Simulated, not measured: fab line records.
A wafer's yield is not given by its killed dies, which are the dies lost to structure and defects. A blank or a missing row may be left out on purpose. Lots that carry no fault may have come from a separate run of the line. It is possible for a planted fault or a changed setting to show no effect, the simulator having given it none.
fab line records	flow sky130
record lots=6	wafers=18	last_day=49
route steps=708 shown NWELL@65 PAD_OPEN@708
lots untouched by any fault: they come from a run of this same line in which no faults occurred
start_h: hours from the record's opening day to when the first of the lot's shown wafers began	wait_h: hours from the lot's prior step to this one	" as in the row above	L1.1+2: a single row standing in for several wafers	- no value, or no start given	* or withheld: withheld	< > ~ a bound
route shown NAME@n: names a module that has steps shown in the file, with the first one's number in the route	usual: mean and standard deviation over wafers with no fault	same: alike in all rows	chamber/n: place in a boat	sites: the reading at each site	_std_site: standard deviation across them	_edge_site: mean of outer sites minus mean of inner sites	radius_mm: for every site, how far away it sits from the centre of the wafer	mask NAME#n: copy n	behind: the last tool/chamber to shape the wafer	hold: what put the lot on hold/how long, in hours/how the hold closed	device: whichever transistor did not switch (one of n, p or np)	end of line: tests run on the same wafers once the route is complete	a step without rows: its recipe alone	killed: not the wafer's yield, but the dies lost to structure and defects at the first sort	map: dies across one wafer; x = killed, . = not, _ = none there
set.NAME: setting as actually run; set.NAME@STEP: the setting as run at that earlier step	model.NAME: the simulator's own value behind a step, which no gauge read
certain route steps with their lots: each step a table, each wafer a row
services: when a tool's chamber went out of use (start_h, in hours from the record's first day, below 0 if earlier), for how many hours, and the reason
## steps
# step SKY_NWELL_IMPLANT_12
# recipe species=P	energy_kev=120	dose_cm2=1.3e+12	tilt_deg=withheld
# step SKY_NWELL_IMPLANT_13
# recipe species=P	energy_kev=50	dose_cm2=7e+11	tilt_deg=withheld
# step SKY_NWELL_STRIP_14
# recipe chemistry=O2/N2	power_w=1400	pressure_mtorr=1500	platen_temp_c=withheld	o2_flow_sccm=3000	n2_flow_sccm=300	overash_fraction=0.5
# usual drypump_motor_current_A=5.9/0.59	oes_product_au=0.723/0.0045	strip_time_to_endpoint_s=36.91/0.1
lot.wafer	tool	chamber	start_h	wait_h	drypump_motor_current_A	oes_product_au	rf_hours_counter_h	strip_time_to_endpoint_s
L389.1	plasma_asher-03	0	97.95	0.1	4.9	0.722	42	37.00
L389.5	"	0	"	"	4.9	0.722	-	37.10
L389.6	"	1	"	"	6.0	0.719	-	37.03
L390.1	plasma_asher-02	1	102.35	0.1	5.7	0.717	43	36.93
L390.3	"	1	"	"	5.7	0.723	-	36.84
L390.4	"	0	"	"	5.7	0.724	-	36.91
L396.1	plasma_asher-02	0	136.85	0.1	5.7	0.727	47	36.83
L396.3	"	0	"	"	5.7	0.725	-	36.71
L396.6	"	1	"	"	5.7	0.724	-	36.82
L397.2	plasma_asher-03	0	139.29	0.1	4.9	0.725	46	36.81
L397.3	"	0	"	"	4.9	0.725	-	36.83
L397.4	"	1	"	"	5.9	0.725	-	36.86
L398.1	plasma_asher-04	0	147.55	0.1	6.6	0.722	33	37.15
L398.4	"	0	"	"	6.6	0.717	-	37.16
L398.5	"	0	"	"	6.6	0.724	-	37.08
L407.1	plasma_asher-03	0	203.66	0.1	4.9	0.729	52	36.96
L407.2	"	1	"	"	5.9	0.727	52	36.90
L407.6	"	0	"	"	4.9	0.724	-	36.86
# step SKY_NWELL_TW_MEAS_15
# usual NWELL_TW=1823/12
lot.wafer	tool	chamber	start_h	wait_h	NWELL_TW
L389.1	film_metro-04	-	98.05	0.1	1833
L389.5	"	-	"	"	1847
L389.6	"	-	"	"	1843
L390.1	film_metro-04	-	102.45	0.1	1843
L390.3	"	-	"	"	1843
L390.4	"	-	"	"	1841
L396.1	film_metro-01	-	136.95	0.1	1820
L396.3	"	-	"	"	1812
L396.6	"	-	"	"	1817
L397.2	film_metro-01	-	139.40	0.1	1809
L397.3	"	-	"	"	1811
L397.4	"	-	"	"	1807
L398.1	film_metro-04	-	147.65	0.1	1847
L398.4	"	-	"	"	1841
L398.5	"	-	"	"	1841
L407.1	film_metro-02	-	203.76	0.1	1827
L407.2	"	-	"	"	1820
L407.6	"	-	"	"	1805
# step SKY_NWELL_DEHYDRATE_16
# recipe temp_c=200	time_s=60
# step SKY_NWELL_HMDS_17
# recipe prime_time_s=60	prime_temp_c=120
# step SKY_NWELL_COAT_18
# recipe spin_rpm=2000	resist_thk_nm=3000
# step SKY_NWELL_SOFTBAKE_19
# recipe temp_c=110	time_s=withheld
# step SKY_NWELL_EXPOSE_20
# recipe mask_id=NWM_COMPLEMENT	na=0.6	source_shape=conventional	sigma_outer=0.6	polarization=unpolarized	target_cd_nm=840	dose_mj=260
# step SKY_NWELL_PEB_21
# recipe temp_c=115	time_s=withheld
# step SKY_NWELL_DEVELOP_22
# recipe wall_angle_deg=90	developer=TMAH	develop_time_s=60	dev_temp_c=23
# step SKY_NWELL_OVL_MEAS_23
# usual NWELL_01_OVL=0.0/1.5
lot.wafer	tool	chamber	start_h	wait_h	NWELL_01_OVL[nm]
L389.1	overlay-01	-	115.41	-	2.8
L389.5	"	-	"	"	3.9
L389.6	"	-	"	"	2.6
L390.1	overlay-02	-	119.76	-	1.4
L390.3	"	-	"	"	0.7
L390.4	"	-	"	"	1.7
L396.1	overlay-02	-	156.11	-	-0.9
L396.3	"	-	"	"	0.0
L396.6	"	-	"	"	0.0
L397.2	overlay-01	-	159.07	-	2.0
L397.3	"	-	"	"	1.3
L397.4	"	-	"	"	0.9
L398.1	overlay-01	-	167.12	-	0.8
L398.4	"	-	"	"	0.9
L398.5	"	-	"	"	2.1
L407.1	overlay-02	-	225.37	-	0.2
L407.2	"	-	"	"	1.6
L407.6	"	-	"	"	0.2
# step SKY_NWELL_IMPLANT_24
# recipe species=B	energy_kev=140	dose_cm2=9.2e+12	tilt_deg=withheld
# usual beam_energy_keV=139.99/0.043
lot.wafer	tool	chamber	start_h	wait_h	beam_energy_keV	model.implant.drp_nm
L389.1	implanter-01	0	115.44	0.0	139.98	95.47
L389.5	"	0	"	"	139.98	95.47
L389.6	"	0	"	"	139.91	95.47
L390.1	implanter-04	0	119.80	0.0	139.94	95.47
L390.3	"	0	"	"	140.03	95.47
L390.4	"	0	"	"	140.04	95.47
L396.1	implanter-03	0	156.14	0.0	140.04	95.47
L396.3	"	0	"	"	140.01	95.47
L396.6	"	0	"	"	140.02	95.47
L397.2	implanter-01	0	159.12	0.0	124.99	91.42
L397.3	"	0	"	"	124.96	91.42
L397.4	"	0	"	"	125.02	91.42
L398.1	implanter-01	0	167.16	0.0	124.96	91.42
L398.4	"	0	"	"	124.91	91.42
L398.5	"	0	"	"	124.98	91.42
L407.1	implanter-04	0	225.41	0.0	139.94	95.47
L407.2	"	0	"	"	139.95	95.47
L407.6	"	0	"	"	139.89	95.47
# step SKY_NWELL_STRIP_25
# recipe chemistry=O2/N2	power_w=1400	pressure_mtorr=1500	platen_temp_c=withheld	o2_flow_sccm=3000	n2_flow_sccm=300	overash_fraction=0.5
# usual drypump_motor_current_A=6.0/0.55	oes_product_au=0.722/0.0045	strip_time_to_endpoint_s=36.89/0.092
lot.wafer	tool	chamber	start_h	wait_h	drypump_motor_current_A	oes_product_au	rf_hours_counter_h	strip_time_to_endpoint_s
L389.1	plasma_asher-04	1	115.59	0.1	6.7	0.717	30	36.92
L389.5	"	1	"	"	6.7	0.728	-	36.92
L389.6	"	0	"	"	6.6	0.710	-	36.89
L390.1	plasma_asher-02	1	119.95	0.1	5.7	0.730	46	36.92
L390.3	"	0	"	"	5.7	0.727	-	36.81
L390.4	"	1	"	"	5.7	0.727	-	36.87
L396.1	plasma_asher-02	0	156.29	0.1	5.7	0.718	49	36.82
L396.3	"	1	"	"	5.7	0.719	-	36.79
L396.6	"	0	"	"	5.6	0.718	-	36.80
L397.2	plasma_asher-04	0	159.25	0.1	6.6	0.728	34	37.06
L397.3	"	0	"	"	6.6	0.718	-	36.98
L397.4	"	1	"	"	6.7	0.721	-	37.05
L398.1	plasma_asher-03	1	167.31	0.1	6.0	0.722	48	36.72
L398.4	"	0	"	"	4.9	0.720	-	36.86
L398.5	"	1	"	"	5.9	0.722	-	36.92
L407.1	plasma_asher-02	1	225.56	0.1	5.7	0.730	56	36.96
L407.2	"	0	"	"	5.7	0.721	56	37.10
L407.6	"	1	"	"	5.7	0.719	-	36.87
# step SKY_PAD_OPEN_PROBE_99
# usual killed_at_M0_to_M3=43/6.7	killed_at_M4_up=3.2/1.9	killed_at_contacts=24/5.9	killed_at_front_end=15/4.1	killed_at_other=0.3/0.56	killed_dies=86/9.5	killed_open=47/7.4	killed_short=39/5.5
# same gross_dies=492	killed_at_back_side=0
lot.wafer	tool	chamber	start_h	wait_h	killed_at_M0_to_M3	killed_at_M4_up	killed_at_contacts	killed_at_front_end	killed_at_other	killed_dies	killed_open	killed_short	model.etest.res_iso_pwell.rs_ohm_sq	model.etest.pfet_16v.r_on_ohm_um	model.etest.res_iso_pwell.line_ohm_um	model.etest.res_deep_nwell.rs_ohm_sq	model.etest.tip_n_5v.rs_ohm_sq	model.etest.res_iso_pwell.width_nm	model.etest.res_nwell.width_nm	model.etest.res_deep_nwell.line_ohm_um
L389.1	prober-01	-	1085.42	0.1	57	1	27	9	3	97	53	44	3146	1.502e+04	1191	2195	1408	2650	833.6	735.7
L389.5	prober-01	-	1085.62	0.2	39	2	34	20	1	96	61	35	3188	1.515e+04	1206	2204	1409	2648	831.5	754.6
L389.6	prober-01	-	1085.67	0.2	45	3	40	19	1	108	57	51	3503	1.566e+04	1324	2205	1386	2643	842.7	732.4
L390.1	prober-02	-	1090.93	0.1	39	2	22	12	0	75	44	31	3179	1.543e+04	1188	2204	1390	2636	853.3	740.5
L390.3	prober-02	-	1091.03	0.2	60	2	26	10	0	98	53	45	3178	1.56e+04	1190	2223	1400	2640	842.9	747.9
L390.4	prober-02	-	1091.08	0.2	29	5	30	14	1	79	45	34	3152	1.53e+04	1184	2226	1387	2644	850.3	748.5
L397.2	prober-02	-	1131.56	0.1	51	4	26	19	0	100	54	46	4325	1.622e+04	1652	2166	1410	2620	870	727.4
L397.3	prober-02	-	1131.61	0.2	51	1	23	9	0	84	46	38	4109	1.589e+04	1578	2193	1419	2636	863.3	732.6
L397.4	prober-02	-	1131.66	0.2	48	2	26	10	0	86	42	44	4407	1.636e+04	1649	2186	1415	2612	863.5	720.2
L396.1	prober-01	-	1131.63	0.1	48	4	12	11	0	75	40	35	3223	1.484e+04	1203	2166	1439	2651	832.5	723.1
L396.3	prober-01	-	1131.73	0.2	47	7	22	19	1	96	51	44	3431	1.523e+04	1313	2165	1433	2640	831.5	729.5
L396.6	prober-01	-	1131.88	0.2	32	4	22	18	0	76	42	33	3297	1.485e+04	1243	2175	1432	2654	836.9	729.8
L398.1	prober-02	-	1136.65	0.1	32	0	30	26	0	88	54	34	3895	1.591e+04	1486	2174	1452	2636	855.2	730.6
L398.4	prober-02	-	1136.80	0.2	31	6	30	16	0	83	45	38	3945	1.571e+04	1538	2188	1449	2634	853.8	739.5
L398.5	prober-02	-	1136.85	0.2	32	1	24	16	0	73	37	36	4004	1.588e+04	1496	2208	1464	2628	853.9	730.7
L407.1	prober-01	-	1184.94	0.1	38	3	23	28	0	92	51	41	3244	1.529e+04	1226	2180	1383	2657	825.4	720.7
L407.2	prober-01	-	1184.99	0.1	42	6	20	11	0	79	41	38	3067	1.502e+04	1138	2179	1391	2659	826.1	732.9
L407.6	prober-01	-	1185.19	0.2	48	3	19	15	0	85	47	38	3034	1.471e+04	1126	2189	1386	2671	829.9	732.6
# killed by level:class
L389.1 VIA1:geometric_particle:open=14 VIA3:geometric_particle:open=10 METAL1:geometric_particle:short=8 METAL2:geometric_particle:short=8 LI_CONTACT:geometric_particle:short=7 CONTACT:geometric_particle:open=7 VIA1:geometric_particle:short=7 CONTACT:geometric_particle:short=4
L389.5 LI_CONTACT:geometric_particle:open=13 CONTACT:geometric_particle:open=12 FIELD_ISO:geometric_particle:open=9 VIA1:geometric_particle:open=8 METAL1:geometric_particle:short=7 VIA2:geometric_particle:open=5 VIA3:geometric_particle:open=5 METAL3:geometric_particle:short=4
L389.6 LI_CONTACT:geometric_particle:open=11 VIA1:geometric_particle:open=11 CONTACT:geometric_particle:open=10 LOCAL_INTERCONNECT:geometric_particle:short=9 VIA1:geometric_particle:short=8 VIA2:geometric_particle:open=7 METAL1:geometric_particle:short=6 VIA3:geometric_particle:open=5
L390.1 VIA1:geometric_particle:open=11 LI_CONTACT:geometric_particle:open=8 LOCAL_INTERCONNECT:geometric_particle:short=6 FIELD_ISO:geometric_particle:open=5 VIA2:geometric_particle:open=5 VIA1:geometric_particle:short=5 VIA3:geometric_particle:open=5 LI_CONTACT:geometric_particle:short=3
L390.3 VIA1:geometric_particle:open=16 LI_CONTACT:geometric_particle:open=13 VIA3:geometric_particle:open=10 METAL1:geometric_particle:short=8 LOCAL_INTERCONNECT:geometric_particle:short=7 VIA2:geometric_particle:short=6 VIA2:geometric_particle:open=6 VIA1:geometric_particle:short=5
L390.4 LI_CONTACT:geometric_particle:open=12 VIA3:geometric_particle:open=8 LOCAL_INTERCONNECT:geometric_particle:short=7 CONTACT:geometric_particle:open=6 FIELD_ISO:geometric_particle:short=5 VIA1:geometric_particle:open=5 LI_CONTACT:geometric_particle:short=4 METAL4:geometric_particle:short=4
L397.2 VIA3:geometric_particle:open=12 CONTACT:geometric_particle:open=11 METAL2:geometric_particle:short=8 METAL1:geometric_particle:short=7 FIELD_ISO:geometric_particle:short=7 VIA2:geometric_particle:open=7 VIA1:geometric_particle:open=6 FIELD_ISO:geometric_particle:open=5
L397.3 VIA1:geometric_particle:open=11 VIA2:geometric_particle:open=8 CONTACT:geometric_particle:open=7 VIA3:geometric_particle:open=7 METAL2:geometric_particle:short=6 LOCAL_INTERCONNECT:geometric_particle:short=5 CONTACT:geometric_particle:short=4 METAL1:geometric_particle:short=4
L396.1 VIA1:geometric_particle:open=10 METAL1:geometric_particle:short=8 VIA2:geometric_particle:open=7 METAL2:geometric_particle:short=5 VIA3:geometric_particle:open=5 POLY_GATE:geometric_particle:open=4 LI_CONTACT:geometric_particle:open=4 CONTACT:geometric_particle:open=4
L397.4 VIA3:geometric_particle:open=10 VIA1:geometric_particle:open=10 CONTACT:geometric_particle:short=7 CONTACT:geometric_particle:open=7 VIA3:geometric_particle:short=6 LI_CONTACT:geometric_particle:open=5 VIA2:geometric_particle:short=5 METAL2:geometric_particle:short=5
L396.3 VIA2:geometric_particle:open=11 CONTACT:geometric_particle:open=8 FIELD_ISO:geometric_particle:open=7 VIA1:geometric_particle:open=7 METAL1:geometric_particle:short=6 VIA3:geometric_particle:open=6 METAL4:geometric_particle:short=6 LOCAL_INTERCONNECT:geometric_particle:short=5
L396.6 VIA1:geometric_particle:open=9 CONTACT:geometric_particle:open=8 FIELD_ISO:geometric_particle:open=7 LI_CONTACT:geometric_particle:open=5 CONTACT:geometric_particle:short=5 VIA1:geometric_particle:short=4 VIA2:geometric_particle:open=4 METAL3:geometric_particle:short=4
L398.1 CONTACT:geometric_particle:open=15 FIELD_ISO:geometric_particle:short=10 FIELD_ISO:geometric_particle:open=9 VIA1:geometric_particle:open=6 LI_CONTACT:geometric_particle:open=6 METAL1:geometric_particle:short=5 VIA3:geometric_particle:open=5 POLY_GATE:geometric_particle:open=4
L398.4 CONTACT:geometric_particle:open=13 METAL1:geometric_particle:short=10 FIELD_ISO:geometric_particle:open=7 VIA3:geometric_particle:open=6 FIELD_ISO:geometric_particle:short=5 LI_CONTACT:geometric_particle:open=5 LOCAL_INTERCONNECT:geometric_particle:short=5 VIA2:geometric_particle:open=4
L398.5 CONTACT:geometric_particle:open=10 VIA3:geometric_particle:open=8 FIELD_ISO:geometric_particle:short=5 FIELD_ISO:geometric_particle:open=4 LI_CONTACT:geometric_particle:short=4 VIA1:geometric_particle:short=4 VIA2:geometric_particle:short=4 VIA3:geometric_particle:short=4
L407.1 FIELD_ISO:geometric_particle:short=9 POLY_GATE:geometric_particle:open=9 VIA2:geometric_particle:open=8 LOCAL_INTERCONNECT:geometric_particle:short=6 CONTACT:geometric_particle:open=6 VIA1:geometric_particle:open=6 FIELD_ISO:geometric_particle:open=5 LI_CONTACT:geometric_particle:open=5
L407.2 VIA3:geometric_particle:open=7 VIA1:geometric_particle:open=7 VIA2:geometric_particle:open=7 LI_CONTACT:geometric_particle:open=6 METAL4:geometric_particle:short=5 METAL1:geometric_particle:short=5 CONTACT:geometric_particle:short=5 CONTACT:geometric_particle:open=5
L407.6 VIA1:geometric_particle:open=12 VIA2:geometric_particle:open=10 LOCAL_INTERCONNECT:geometric_particle:short=6 FIELD_ISO:geometric_particle:short=5 VIA1:geometric_particle:short=5 CONTACT:geometric_particle:open=4 METAL2:geometric_particle:short=4 VIA3:geometric_particle:open=4
## services
tool	chamber	start_h	hours	kind
implanter-03	-	104.63	2.1	repair
plasma_asher-03	-	105.39	0.7	repair
plasma_asher-03	-	111.68	6.3	repair
plasma_asher-03	-	118.01	2.8	pm
plasma_asher-03	-	139.97	1.3	repair
plasma_asher-04	-	154.96	2.6	repair
implanter-03	-	162.82	2.0	repair
implanter-01	-	224.38	3.3	pm
## key
first_sign step=SKY_NWELL_IMPLANT_24	reading=beam_energy_keV	direction=down	sigmas=99+	usual=*	struck=*
effect none on later readings
model_effect step=SKY_NWELL_IMPLANT_24	value=implant.drp_nm	without=95.47	struck=91.42
model_effect step=SKY_PAD_OPEN_PROBE_99	value=etest.res_iso_pwell.rs_ohm_sq	without=2919	struck=4114
met_at SKY_NWELL_IMPLANT_24
struck_wafers L397.2,L397.3,L397.4,L398.1,L398.4,L398.5
tester_left_out L397,L398
onset_between 115.44 159.12
fault kind=process_parameter_drift	tool=implanter-01	chamber=-	onset_h=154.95	steps=SKY_NWELL_IMPLANT_24	channel=energy_kev	offset=*	shape=step	end_h=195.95	acts_in=*	stated=*
# tester_left_out: of these lots the tester's yield and bins aren't shown, on N5 and GAA mostly nor the transistor test; their killed dies are dies lost to structure and defects alone, not to doping, threshold or leakage, so they don't give the yield
